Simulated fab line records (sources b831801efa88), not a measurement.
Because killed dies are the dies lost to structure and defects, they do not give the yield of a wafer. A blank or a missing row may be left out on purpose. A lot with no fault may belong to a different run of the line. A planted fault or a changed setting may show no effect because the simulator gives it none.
fab line records	flow sky130
record: lots: 12	wafers: 36	last-day: 50
route steps=708 shown VIA1@482 VIA4@656 METAL5@667 PAD_OPEN@708
lots that met no fault: taken from a fault-free run of the same line
start-h: hours from the record's opening day to when the first of the lot's shown wafers began	wait-h: hours since the lot's step before	" unchanged from the row above	L1.1+2: a row that stands for several wafers	- no value, or no start given	* or withheld: withheld	< > ~ a bound
route shown NAME@n: names a module that has steps shown in the file, with the first one's number in the route	usual: the fault-free wafers' mean and standard deviation	same: alike in all rows	chamber/n: place in a boat	sites: readings site by site	_std_site: the values' standard deviation	_edge_site: inner sites' mean taken away from outer sites' mean	radius-mm: how far each site lies from the wafer's centre	mask NAME#n: copy n	behind: tool/chamber where the wafer was last shaped	hold: why the lot was held/for how many hours/how that ended	device: names the non-switching transistor (n, p or np)	end of line: the tests these same wafers got at the end of their route	where a step has no rows: the recipe by itself	killed: count of dies lost to structure and defects at first sort (not the wafer's yield)	map: a wafer's dies, x killed, . not, _ none there
set.NAME: the run value of the setting; set.NAME@STEP: its run value at that earlier step	model.NAME: the simulator's own value behind a step, which no gauge read
route steps across a sampled set of lots; one table per step, one row per wafer
services: when a tool's chamber went out of use (start-h, in hours from the record's first day, below 0 if earlier), for how many hours, and the reason
== steps ==
step: SKY_VIA1_CMP_24
recipe: stop-on: SiO2	t-overpolish-s: 15	down-force-psi: 3.5	platen-rpm: 60	target-thk-nm: 0	pad-velocity-m-s: 0.94248
usual: motor-current-A: 11.6/1	overpolish-run-s: 15.000/0.0085	retaining-ring-pressure-frac: 1.000/0.0053	slurry-flow-ml-min: 150.0/0.48	time-to-endpoint-s: 64.9/3
same: t-overpolish-s: 15
lot.wafer	tool	chamber	start-h	wait-h	motor-current-A	overpolish-run-s	retaining-ring-pressure-frac	slurry-flow-ml-min	time-to-endpoint-s
L973.4	cmp-02	3	799.66	0.1	10.8	15.019	0.999	149.3	63.0
L973.5	"	1	"	"	11.7	14.999	1.001	150.6	64.7
L973.6	"	2	"	"	12.7	15.000	0.992	149.7	63.5
L974.4	cmp-01	0	802.95	0.2	10.5	15.012	0.999	149.5	68.5
L974.6	"	1	"	"	12.5	14.990	1.001	149.4	63.6
L974.5	"	2	"	"	12.9	15.001	0.994	149.9	68.2
L975.4	cmp-02	0	804.46	0.0	10.0	14.995	0.993	150.7	63.3
L975.3	"	1	"	"	11.0	15.009	1.006	150.5	64.1
L975.6	"	0	"	"	9.9	15.022	0.994	150.6	57.4
L976.3	cmp-02	3	817.99	0.0	10.4	15.002	1.003	149.3	65.9
L976.1	"	0	"	"	9.7	15.021	0.997	149.3	59.7
L976.2	"	2	"	"	12.5	14.995	1.009	150.2	64.6
L977.2	cmp-01	3	820.29	0.0	11.3	14.990	0.999	149.9	66.3
L977.1	"	1	"	"	12.4	14.981	1.000	150.1	65.4
L977.4	"	2	"	"	12.9	14.999	1.000	149.6	66.0
L980.1	cmp-01	2	838.46	0.1	13.7	15.009	1.002	149.3	63.9
L980.2	"	3	"	"	12.4	15.000	1.002	150.0	59.7
L980.6	"	2	"	"	12.6	15.014	1.005	149.5	63.1
L983.1	cmp-01	0	857.80	0.1	11.3	15.004	1.001	149.0	60.9
L983.3	"	1	"	"	12.1	15.002	0.991	150.1	59.9
L983.6	"	1	"	"	13.0	14.985	0.995	149.6	64.0
L990.2	cmp-02	3	927.86	0.1	10.4	15.005	1.005	149.1	67.0
L990.1	"	0	"	"	10.0	15.002	1.005	150.2	67.0
L990.5	"	1	"	"	11.8	14.996	1.003	151.2	70.5
L992.4	cmp-01	3	931.87	0.1	11.6	14.996	1.009	150.1	63.6
L992.1	"	0	"	"	11.6	15.004	0.997	150.0	64.7
L992.5	"	3	"	"	12.1	14.998	1.006	150.6	63.6
L991.4	cmp-01	2	932.31	0.0	12.8	15.000	1.007	150.2	67.6
L991.3	"	3	"	"	11.6	14.999	0.993	149.4	64.0
L991.1	"	0	"	"	11.3	15.010	0.994	150.6	66.3
L996.3	cmp-02	1	962.55	0.1	11.8	15.004	0.997	149.2	69.5
L996.1	"	2	"	"	12.0	15.010	1.010	150.0	66.0
L996.5	"	0	"	"	9.6	14.989	0.996	150.6	64.4
L995.4	cmp-02	2	969.35	0.0	12.2	15.022	1.002	149.8	61.9
L995.3	"	3	"	"	10.2	14.998	1.002	149.2	65.4
L995.5	"	3	"	"	10.1	14.992	1.006	149.6	68.1
step: SKY_VIA4_SPUTTER_17
recipe: material: TiN	target-thk-nm: 20	chamber-pressure-pa: 5	power-w: 4000	time-s: 80
usual: throttle-valve-pct: 30.0/0.74
lot.wafer	tool	chamber	start-h	wait-h	throttle-valve-pct
L973.4	pvd-sputter-02	-	1009.71	0.0	30.8
L973.5	"	-	"	"	28.4
L973.6	"	-	"	"	30.7
L974.4	pvd-sputter-04	-	1010.80	0.0	30.4
L974.5	"	-	"	"	29.4
L974.6	"	-	"	"	30.4
L975.3	pvd-sputter-01	-	1016.42	0.0	29.9
L975.4	"	-	"	"	31.7
L975.6	"	-	"	"	29.0
L976.1	pvd-sputter-04	-	1021.77	0.0	30.1
L976.2	"	-	"	"	30.5
L976.3	"	-	"	"	30.6
L977.1	pvd-sputter-04	-	1028.54	0.0	30.4
L977.2	"	-	"	"	29.9
L977.4	"	-	"	"	30.5
L980.1	pvd-sputter-01	-	1040.50	0.0	31.7
L980.2	"	-	"	"	29.3
L980.6	"	-	"	"	29.8
L983.1	pvd-sputter-01	-	1060.48	0.0	29.5
L983.3	"	-	"	"	29.8
L983.6	"	-	"	"	29.6
L990.1	pvd-sputter-02	-	1119.14	0.0	28.6
L990.2	"	-	"	"	30.7
L990.5	"	-	"	"	29.6
L992.1	pvd-sputter-01	-	1120.15	0.0	29.9
L992.4	"	-	"	"	31.1
L992.5	"	-	"	"	29.4
L991.1	pvd-sputter-01	-	1122.70	0.0	28.9
L991.3	"	-	"	"	31.3
L991.4	"	-	"	"	29.6
L996.1	pvd-sputter-04	-	1145.21	0.0	30.5
L996.3	"	-	"	"	30.4
L996.5	"	-	"	"	29.8
L995.3	pvd-sputter-04	-	1148.84	0.0	29.5
L995.4	"	-	"	"	30.3
L995.5	"	-	"	"	30.6
step: SKY_METAL5_THK_MEAS_06
recipe: thk-meas-gauge: xrf	reads: AlCu_of_METAL5_SPUTTER_02
usual: METAL5_ALCU_THK: 1148/11
lot.wafer	tool	chamber	start-h	wait-h	METAL5_ALCU_THK[nm]
L973.4	film-metro-03	-	1010.72	0.1	1157
L973.5	"	-	"	"	1165
L973.6	"	-	"	"	1149
L974.4	film-metro-03	-	1012.27	0.1	1141
L974.5	"	-	"	"	1138
L974.6	"	-	"	"	1138
L975.3	film-metro-04	-	1017.42	0.1	1139
L975.4	"	-	"	"	1143
L975.6	"	-	"	"	1146
L976.1	film-metro-03	-	1022.75	0.1	1148
L976.2	"	-	"	"	1163
L976.3	"	-	"	"	1144
L977.1	film-metro-04	-	1029.68	0.1	1149
L977.2	"	-	"	"	1150
L977.4	"	-	"	"	1144
L980.1	film-metro-03	-	1041.48	0.1	1129
L980.2	"	-	"	"	1152
L980.6	"	-	"	"	1140
L983.1	film-metro-04	-	1061.46	0.1	1154
L983.3	"	-	"	"	1145
L983.6	"	-	"	"	1150
L990.1	film-metro-03	-	1120.12	0.1	1145
L990.2	"	-	"	"	1158
L990.5	"	-	"	"	1149
L992.1	film-metro-03	-	1121.13	0.1	1173
L992.4	"	-	"	"	1177
L992.5	"	-	"	"	1160
L991.1	film-metro-01	-	1123.68	0.1	1130
L991.3	"	-	"	"	1138
L991.4	"	-	"	"	1138
L996.1	film-metro-04	-	1147.44	0.1	1149
L996.3	"	-	"	"	1168
L996.5	"	-	"	"	1162
L995.3	film-metro-01	-	1151.66	0.1	1147
L995.4	"	-	"	"	1141
L995.5	"	-	"	"	1138
step: SKY_METAL5_DESCUM_14
recipe: chemistry: O2	source-power-w: 150	bias-power-w: 0	pressure-mtorr: 10	temp-c: 40	time-s: 11
usual: drypump-motor-current-A: 5.7/0.36	oes-product-au: 0.998/0.0075
lot.wafer	tool	chamber	start-h	wait-h	drypump-motor-current-A	oes-product-au	rf-hours-counter-h
L973.4	rie-metal-02	1	1032.70	0.1	6.0	0.988	-
L973.5	"	0	"	"	5.6	0.997	-
L973.6	"	1	"	"	6.0	0.986	-
L974.4	rie-metal-02	0	1034.65	0.1	5.6	0.993	-
L974.5	"	1	"	"	6.0	0.985	-
L974.6	"	0	"	"	5.6	0.994	-
L975.3	rie-metal-01	0	1039.52	0.1	5.4	1.008	-
L975.4	"	0	"	"	5.4	0.990	-
L975.6	"	0	"	"	5.4	1.000	-
L976.1	rie-metal-01	1	1043.87	0.1	5.3	1.013	18
L976.2	"	0	"	"	5.4	0.996	8
L976.3	"	0	"	"	5.4	0.990	-
L977.1	rie-metal-01	0	1051.62	0.1	5.4	1.003	8
L977.2	"	1	"	"	5.3	1.008	18
L977.4	"	0	"	"	5.4	0.998	-
L980.1	rie-metal-02	1	1063.29	0.1	6.0	0.997	11
L980.2	"	0	"	"	5.6	0.989	17
L980.6	"	0	"	"	5.6	1.002	-
L983.1	rie-metal-04	1	1082.47	0.1	6.0	1.012	11
L983.3	"	1	"	"	6.0	1.000	-
L983.6	"	0	"	"	6.3	1.013	-
L990.1	rie-metal-01	1	1139.49	0.1	5.3	0.983	26
L990.2	"	0	"	"	5.4	0.985	12
L990.5	"	0	"	"	5.4	0.990	-
L992.1	rie-metal-02	1	1140.17	0.1	6.0	0.997	17
L992.4	"	1	"	"	6.0	0.987	-
L992.5	"	0	"	"	5.6	1.004	-
L991.1	rie-metal-02	0	1142.20	0.1	5.6	0.983	23
L991.3	"	0	"	"	5.6	0.986	-
L991.4	"	1	"	"	6.0	0.991	-
L996.1	rie-metal-04	1	1164.47	0.1	6.0	0.999	18
L996.3	"	1	"	"	6.0	1.004	-
L996.5	"	1	"	"	6.0	0.995	-
L995.3	rie-metal-04	0	1168.36	0.1	6.3	1.003	-
L995.4	"	1	"	"	6.0	0.986	-
L995.5	"	0	"	"	6.3	1.007	-
step: SKY_PAD_OPEN_PROBE_99
usual: defect-limited-yield: 82.5/1.8	killed_at_M0_to_M3: 43/5.9	killed_at_M4_up: 3.3/1.9	killed-at-contacts: 24/5.6	killed-at-front-end: 15/4.1	killed-at-other: 0.4/0.66	killed-dies: 86/9	killed-on-rim: 17/3.7	killed-open: 47/6.9	killed-short: 39/6.2	sort_bin_3_pad_short: 0.9/0.45	sort_bin_5_function: 10.3/1.4	sort_bin_6_memory: 6.3/1.2	sort-n-pass: 406/9	sort-yield-pct: 82.5/1.8
same: gross-dies: 492	killed-at-back-side: 0	sort_bin_4_leakage[%]: 0	sort_bin_8_speed[%]: 0
lot.wafer	tool	chamber	start-h	wait-h	defect-limited-yield[%]	killed_at_M0_to_M3	killed_at_M4_up	killed-at-contacts	killed-at-front-end	killed-at-other	killed-dies	killed-on-rim	killed-open	killed-short	sort_bin_3_pad_short[%]	sort_bin_5_function[%]	sort_bin_6_memory[%]	sort-n-pass	sort-yield-pct[%]
L973.4	prober-01	-	1079.50	0.2	82.3	51	3	23	9	1	87	19	45	42	0.8	10.4	6.5	405	82.3
L973.5	prober-01	-	1079.55	0.2	82.7	51	3	20	11	0	85	12	42	42	0.8	11.6	4.9	407	82.7
L973.6	prober-01	-	1079.60	0.2	81.7	46	4	28	11	1	90	16	46	44	1.0	11.8	5.5	402	81.7
L974.4	prober-02	-	1081.85	0.2	83.9	40	4	24	10	1	79	14	39	40	0.6	9.8	5.7	413	83.9
L974.5	prober-02	-	1081.90	0.2	81.9	41	4	30	14	0	89	15	46	42	1.0	11.6	5.5	403	81.9
L974.6	prober-02	-	1081.95	0.2	83.9	41	6	23	9	0	79	18	44	33	0.6	9.8	5.7	413	83.9
L975.3	prober-01	-	1087.10	0.2	79.3	49	2	30	20	1	102	25	58	43	1.2	11.2	8.3	390	79.3
L975.4	prober-01	-	1087.15	0.2	86.8	42	0	17	6	0	65	13	33	32	0.4	6.7	6.1	427	86.8
L975.6	prober-01	-	1087.25	0.2	79.1	53	4	28	18	0	103	16	58	42	1.2	11.0	8.7	389	79.1
L976.1	prober-02	-	1088.64	0.1	84.3	48	2	15	12	0	77	13	41	35	1.0	9.6	5.1	415	84.3
L976.2	prober-02	-	1088.69	0.1	82.5	43	2	27	13	1	86	19	38	46	2.0	10.4	5.1	406	82.5
L976.3	prober-02	-	1088.74	0.2	81.5	45	4	29	13	0	91	16	50	40	1.0	12.2	5.3	401	81.5
L977.1	prober-01	-	1096.53	0.1	83.7	44	5	17	14	0	80	18	44	36	0.4	9.1	6.7	412	83.7
L977.2	prober-01	-	1096.58	0.1	82.1	44	2	32	10	0	88	16	48	40	1.2	8.7	7.9	404	82.1
L977.4	prober-01	-	1096.68	0.2	81.5	41	4	27	19	0	91	12	55	36	0.4	8.9	9.1	401	81.5
L980.1	prober-02	-	1107.57	0.1	82.5	36	0	31	18	1	86	19	54	31	0.6	10.8	6.1	406	82.5
L980.2	prober-02	-	1107.62	0.1	80.9	45	5	23	21	0	94	20	43	49	2.6	9.8	6.7	398	80.9
L980.6	prober-02	-	1107.82	0.2	81.9	47	2	27	13	0	89	17	56	32	0.8	9.3	7.9	403	81.9
L983.1	prober-01	-	1126.04	0.1	26.4	336	3	9	14	0	362	68	26	25	6.1	53.0	14.4	130	26.4
L983.3	prober-01	-	1126.14	0.2	83.3	42	5	23	12	0	82	10	47	35	0.4	8.3	7.9	410	83.3
L983.6	prober-01	-	1126.29	0.2	84.3	48	2	19	8	0	77	19	39	38	1.2	8.9	5.5	415	84.3
L990.1	prober-02	-	1176.68	0.1	86.0	34	2	20	12	1	69	16	41	24	0.6	8.5	4.9	423	86.0
L990.2	prober-02	-	1176.73	0.1	83.1	38	8	21	16	0	83	19	45	36	0.8	11.0	5.1	409	83.1
L990.5	prober-02	-	1176.88	0.2	83.9	39	2	25	12	1	79	16	42	37	1.4	9.1	5.5	413	83.9
L992.1	prober-01	-	1177.67	0.1	83.3	46	1	20	15	0	82	21	38	44	0.6	10.2	5.9	410	83.3
L992.4	prober-01	-	1177.82	0.2	84.8	33	2	26	12	2	75	18	43	32	0.4	9.3	5.5	417	84.8
L992.5	prober-01	-	1177.87	0.2	78.9	54	3	30	17	0	104	26	52	52	1.2	12.4	7.5	388	78.9
L991.1	prober-02	-	1179.62	0.1	82.7	44	6	17	18	0	85	10	42	43	0.6	10.2	6.5	407	82.7
L991.3	prober-02	-	1179.72	0.2	81.5	42	4	24	19	2	91	19	51	39	0.6	9.6	8.3	401	81.5
L991.4	prober-02	-	1179.77	0.2	83.7	39	6	21	14	0	80	22	45	35	0.6	9.8	5.9	412	83.7
L996.1	prober-01	-	1200.35	0.1	83.3	46	1	26	9	0	82	18	47	35	0.2	11.6	4.9	410	83.3
L996.3	prober-01	-	1200.45	0.2	83.7	37	6	22	15	0	80	14	47	33	0.6	10.4	5.3	412	83.7
L996.5	prober-01	-	1200.55	0.2	83.7	35	3	21	20	1	80	14	40	40	0.8	7.3	8.1	412	83.7
L995.3	prober-01	-	1203.07	0.2	83.9	40	5	21	13	0	79	18	48	30	1.8	10.0	4.3	413	83.9
L995.4	prober-01	-	1203.12	0.2	83.3	41	7	16	18	0	82	15	50	30	1.2	10.2	5.3	410	83.3
L995.5	prober-01	-	1203.17	0.2	84.1	45	3	18	12	0	78	16	43	35	0.4	9.1	6.3	414	84.1
killed by level:class
L973.4 VIA2:geometric-particle:open=12 VIA1:geometric-particle:open=8 VIA3:geometric-particle:open=8 LI_CONTACT:geometric-particle:short=6 METAL1:geometric-particle:short=6 CONTACT:geometric-particle:open=5 POLY_GATE:geometric-particle:open=4 VIA1:geometric-particle:short=4
L973.5 VIA1:geometric-particle:open=10 METAL2:geometric-particle:short=7 VIA3:geometric-particle:open=7 METAL1:geometric-particle:short=6 VIA2:geometric-particle:open=6 VIA3:geometric-particle:short=6 LI_CONTACT:geometric-particle:open=5 LOCAL_INTERCONNECT:geometric-particle:short=5
L973.6 VIA1:geometric-particle:open=12 LI_CONTACT:geometric-particle:open=10 METAL2:geometric-particle:short=8 VIA1:geometric-particle:short=7 CONTACT:geometric-particle:short=7 VIA2:geometric-particle:open=7 CONTACT:geometric-particle:open=6 POLY_GATE:geometric-particle:short=4
L974.4 CONTACT:geometric-particle:open=13 LOCAL_INTERCONNECT:geometric-particle:short=7 VIA1:geometric-particle:short=7 VIA3:geometric-particle:open=7 VIA2:geometric-particle:open=6 VIA1:geometric-particle:open=5 METAL2:geometric-particle:short=4 VIA2:geometric-particle:short=4
L974.5 CONTACT:geometric-particle:open=9 VIA3:geometric-particle:open=8 LI_CONTACT:geometric-particle:short=6 LI_CONTACT:geometric-particle:open=6 POLY_GATE:geometric-particle:open=5 POLY_GATE:geometric-particle:short=5 METAL1:geometric-particle:short=5 CONTACT:geometric-particle:short=5
L974.6 CONTACT:geometric-particle:open=7 LI_CONTACT:geometric-particle:open=7 VIA3:geometric-particle:open=7 VIA1:geometric-particle:open=6 VIA2:geometric-particle:open=6 LOCAL_INTERCONNECT:geometric-particle:short=5 METAL2:geometric-particle:short=4 VIA3:geometric-particle:short=4
L975.3 VIA1:geometric-particle:open=15 CONTACT:geometric-particle:open=13 VIA3:geometric-particle:open=10 FIELD_ISO:geometric-particle:short=9 LOCAL_INTERCONNECT:geometric-particle:short=8 VIA2:geometric-particle:open=8 CONTACT:geometric-particle:short=5 METAL2:geometric-particle:short=5
L975.4 VIA1:geometric-particle:short=9 CONTACT:geometric-particle:open=8 VIA1:geometric-particle:open=8 VIA3:geometric-particle:open=7 VIA2:geometric-particle:short=5 LOCAL_INTERCONNECT:geometric-particle:short=3 CONTACT:geometric-particle:short=3 METAL1:geometric-particle:open=3
L975.6 LI_CONTACT:geometric-particle:open=13 METAL2:geometric-particle:short=11 VIA1:geometric-particle:open=11 VIA3:geometric-particle:open=9 CONTACT:geometric-particle:open=7 LOCAL_INTERCONNECT:geometric-particle:short=4 METAL1:geometric-particle:short=4 VIA1:geometric-particle:short=4
L976.1 VIA2:geometric-particle:open=8 METAL1:geometric-particle:short=7 LI_CONTACT:geometric-particle:open=6 VIA3:geometric-particle:open=6 METAL3:geometric-particle:short=5 CONTACT:geometric-particle:open=5 VIA1:geometric-particle:open=5 METAL2:geometric-particle:short=4
L976.2 CONTACT:geometric-particle:open=11 METAL1:geometric-particle:short=8 VIA2:geometric-particle:open=8 CONTACT:geometric-particle:short=7 VIA1:geometric-particle:open=7 VIA3:geometric-particle:short=5 LOCAL_INTERCONNECT:geometric-particle:short=4 VIA3:geometric-particle:open=4
L976.3 CONTACT:geometric-particle:open=11 FIELD_ISO:geometric-particle:open=7 VIA1:geometric-particle:open=7 CONTACT:geometric-particle:short=7 VIA2:geometric-particle:open=7 LI_CONTACT:geometric-particle:short=6 VIA3:geometric-particle:open=6 METAL2:geometric-particle:short=5
L977.1 VIA2:geometric-particle:open=10 VIA1:geometric-particle:open=8 CONTACT:geometric-particle:open=8 VIA2:geometric-particle:short=8 METAL1:geometric-particle:short=5 FIELD_ISO:geometric-particle:short=3 POLY_CUT:geometric-particle:open=3 LI_CONTACT:geometric-particle:short=3
L977.2 CONTACT:geometric-particle:open=13 VIA1:geometric-particle:short=10 VIA1:geometric-particle:open=10 LI_CONTACT:geometric-particle:open=7 VIA2:geometric-particle:open=5 LI_CONTACT:geometric-particle:short=4 METAL1:geometric-particle:short=4 VIA3:geometric-particle:short=4
L977.4 VIA1:geometric-particle:open=13 CONTACT:geometric-particle:open=9 VIA2:geometric-particle:open=8 LI_CONTACT:geometric-particle:open=7 FIELD_ISO:geometric-particle:open=6 LOCAL_INTERCONNECT:geometric-particle:short=6 POLY_GATE:geometric-particle:short=4 METAL1:geometric-particle:short=4
L980.1 LI_CONTACT:geometric-particle:open=10 FIELD_ISO:geometric-particle:open=8 CONTACT:geometric-particle:open=8 VIA1:geometric-particle:open=8 VIA2:geometric-particle:open=8 CONTACT:geometric-particle:short=6 FIELD_ISO:geometric-particle:short=4 LI_CONTACT:geometric-particle:short=4
L980.2 VIA1:geometric-particle:open=8 CONTACT:geometric-particle:open=7 METAL1:geometric-particle:short=7 VIA3:geometric-particle:open=6 LI_CONTACT:geometric-particle:open=6 VIA2:geometric-particle:open=6 METAL2:geometric-particle:short=6 METAL3:geometric-particle:short=6
L980.6 VIA2:geometric-particle:open=12 CONTACT:geometric-particle:open=10 VIA1:geometric-particle:open=9 METAL1:geometric-particle:short=7 LI_CONTACT:geometric-particle:open=6 VIA3:geometric-particle:open=5 LI_CONTACT:geometric-particle:short=4 METAL2:geometric-particle:short=4
L983.1 VIA1:unspecified=311 POLY_GATE:geometric-particle:short=6 VIA1:geometric-particle:open=6 VIA2:geometric-particle:open=5 LOCAL_INTERCONNECT:geometric-particle:short=3 METAL2:geometric-particle:short=3 FIELD_ISO:geometric-particle:open=2 POLY_GATE:geometric-particle:open=2
L983.3 VIA2:geometric-particle:open=13 CONTACT:geometric-particle:open=8 VIA1:geometric-particle:open=8 METAL2:geometric-particle:short=6 POLY_GATE:geometric-particle:open=5 LI_CONTACT:geometric-particle:open=5 CONTACT:geometric-particle:short=5 POLY_GATE:geometric-particle:short=3
L983.6 VIA1:geometric-particle:open=11 METAL2:geometric-particle:short=9 CONTACT:geometric-particle:open=7 VIA2:geometric-particle:open=7 LI_CONTACT:geometric-particle:open=6 VIA1:geometric-particle:short=5 POLY_GATE:geometric-particle:short=4 METAL1:geometric-particle:short=4
L990.1 VIA2:geometric-particle:open=8 CONTACT:geometric-particle:open=8 LI_CONTACT:geometric-particle:open=6 VIA1:geometric-particle:open=6 METAL2:geometric-particle:short=6 VIA3:geometric-particle:open=5 FIELD_ISO:geometric-particle:open=4 CONTACT:geometric-particle:short=4
L990.2 VIA2:geometric-particle:open=11 LI_CONTACT:geometric-particle:open=7 VIA1:geometric-particle:short=5 METAL2:geometric-particle:short=5 VIA3:geometric-particle:open=5 METAL4:geometric-particle:short=5 POLY_GATE:geometric-particle:open=4 POLY_GATE:geometric-particle:short=4
L990.5 CONTACT:geometric-particle:open=15 METAL1:geometric-particle:short=10 VIA1:geometric-particle:open=8 METAL2:geometric-particle:short=7 CONTACT:geometric-particle:short=4 VIA2:geometric-particle:open=4 VIA3:geometric-particle:short=4 POLY_GATE:geometric-particle:open=3
L992.1 VIA2:geometric-particle:open=9 CONTACT:geometric-particle:short=8 VIA1:geometric-particle:open=7 FIELD_ISO:geometric-particle:short=5 CONTACT:geometric-particle:open=5 VIA3:geometric-particle:short=5 METAL2:geometric-particle:short=5 VIA2:geometric-particle:short=5
L992.4 CONTACT:geometric-particle:open=12 LI_CONTACT:geometric-particle:open=8 VIA1:geometric-particle:open=7 VIA3:geometric-particle:open=5 FIELD_ISO:geometric-particle:short=4 VIA1:geometric-particle:short=4 VIA3:geometric-particle:short=4 POLY_GATE:geometric-particle:open=3
L992.5 CONTACT:geometric-particle:open=12 VIA2:geometric-particle:open=11 FIELD_ISO:geometric-particle:short=8 LI_CONTACT:geometric-particle:open=8 VIA1:geometric-particle:open=8 VIA3:geometric-particle:open=7 CONTACT:geometric-particle:short=6 METAL1:geometric-particle:short=6
L991.1 VIA1:geometric-particle:open=20 FIELD_ISO:geometric-particle:short=7 POLY_GATE:geometric-particle:short=6 METAL1:geometric-particle:short=6 VIA2:geometric-particle:open=5 LI_CONTACT:geometric-particle:open=5 CONTACT:geometric-particle:short=5 METAL4:geometric-particle:short=5
L991.3 VIA1:geometric-particle:open=11 CONTACT:geometric-particle:open=8 METAL1:geometric-particle:short=7 POLY_GATE:geometric-particle:open=6 LI_CONTACT:geometric-particle:open=6 VIA3:geometric-particle:open=6 SPACER:geometric-particle:short=4 SPACER:geometric-particle:open=4
L991.4 VIA1:geometric-particle:open=9 CONTACT:geometric-particle:open=8 VIA3:geometric-particle:open=7 METAL1:geometric-particle:short=6 METAL4:geometric-particle:short=5 FIELD_ISO:geometric-particle:short=4 LI_CONTACT:geometric-particle:open=4 METAL1:geometric-particle:open=4
L996.1 CONTACT:geometric-particle:open=9 LI_CONTACT:geometric-particle:open=8 VIA1:geometric-particle:open=8 VIA2:geometric-particle:open=8 METAL3:geometric-particle:short=6 VIA3:geometric-particle:open=6 METAL2:geometric-particle:short=5 METAL1:geometric-particle:short=5
L996.3 VIA1:geometric-particle:open=13 LI_CONTACT:geometric-particle:open=7 FIELD_ISO:geometric-particle:open=5 VIA2:geometric-particle:open=5 CONTACT:geometric-particle:short=4 CONTACT:geometric-particle:open=4 VIA1:geometric-particle:short=4 VIA3:geometric-particle:open=4
L996.5 CONTACT:geometric-particle:open=7 VIA1:geometric-particle:open=6 FIELD_ISO:geometric-particle:short=5 FIELD_ISO:geometric-particle:open=5 LI_CONTACT:geometric-particle:short=5 METAL2:geometric-particle:short=5 VIA3:geometric-particle:open=5 POLY_GATE:geometric-particle:short=4
L995.3 CONTACT:geometric-particle:open=11 VIA1:geometric-particle:open=10 LI_CONTACT:geometric-particle:open=6 VIA2:geometric-particle:open=6 VIA2:geometric-particle:short=6 FIELD_ISO:geometric-particle:open=4 VIA3:geometric-particle:open=4 FIELD_ISO:geometric-particle:short=3
L995.4 VIA1:geometric-particle:open=11 VIA3:geometric-particle:open=8 CONTACT:geometric-particle:open=6 FIELD_ISO:geometric-particle:open=5 LI_CONTACT:geometric-particle:open=5 VIA2:geometric-particle:open=5 FIELD_ISO:geometric-particle:short=4 POLY_GATE:geometric-particle:open=4
L995.5 VIA1:geometric-particle:open=11 CONTACT:geometric-particle:open=7 VIA1:geometric-particle:short=7 VIA2:geometric-particle:open=7 METAL2:geometric-particle:short=6 FIELD_ISO:geometric-particle:open=4 METAL1:geometric-particle:short=3 LI_CONTACT:geometric-particle:open=3
== services ==
tool	chamber	start-h	hours	kind
pvd-sputter-01	-	783.47	75.5	repair
pvd-sputter-01	-	793.56	13.3	repair
cmp-02	-	803.72	0.6	repair
pvd-sputter-01	-	831.63	4.3	repair
pvd-sputter-01	-	840.94	0.5	repair
pvd-sputter-04	-	889.97	1.9	repair
rie-metal-02	-	899.17	2.8	pm
cmp-02	-	912.02	4.0	pm
cmp-01	-	923.74	1.1	repair
cmp-01	-	925.22	0.6	repair
pvd-sputter-04	-	950.55	2.1	repair
cmp-02	-	952.55	3.2	repair
cmp-01	-	974.46	7.8	pm
cmp-01	-	993.49	5.3	pm
cmp-01	-	999.10	0.8	repair
cmp-02	-	1002.83	0.5	repair
cmp-02	-	1010.64	2.9	pm
cmp-02	-	1042.75	1.0	repair
cmp-02	-	1046.24	1.6	repair
cmp-02	-	1062.38	0.8	repair
pvd-sputter-01	-	1069.94	6.5	repair
cmp-01	-	1084.24	4.0	pm
cmp-02	-	1111.12	0.2	repair
cmp-02	-	1142.08	10.6	pm
== key ==
first-sign: step: SKY_PAD_OPEN_PROBE_99	reading: killed_at_M0_to_M3	direction: up	sigmas: 50	usual: 43	struck: 336
effect: step: SKY_PAD_OPEN_PROBE_99	reading: sort_bin_5_function	direction: up	sigmas: 31	usual: 10.3	struck: 53.0
met-at SKY_VIA1_CMP_24
struck-lots L983
struck-wafers L983.1
not-acting-at SKY_VIA4_SPUTTER_17,SKY_METAL5_THK_MEAS_06,SKY_METAL5_DESCUM_14
onset-between 802.95 857.80
fault: kind: chamber-particle-source	tool: cmp-01	chamber: 0	onset-h: 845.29	steps: SKY_VIA1_CMP_24	rate-per-visit-cm2: 2.1375	end-h: 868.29
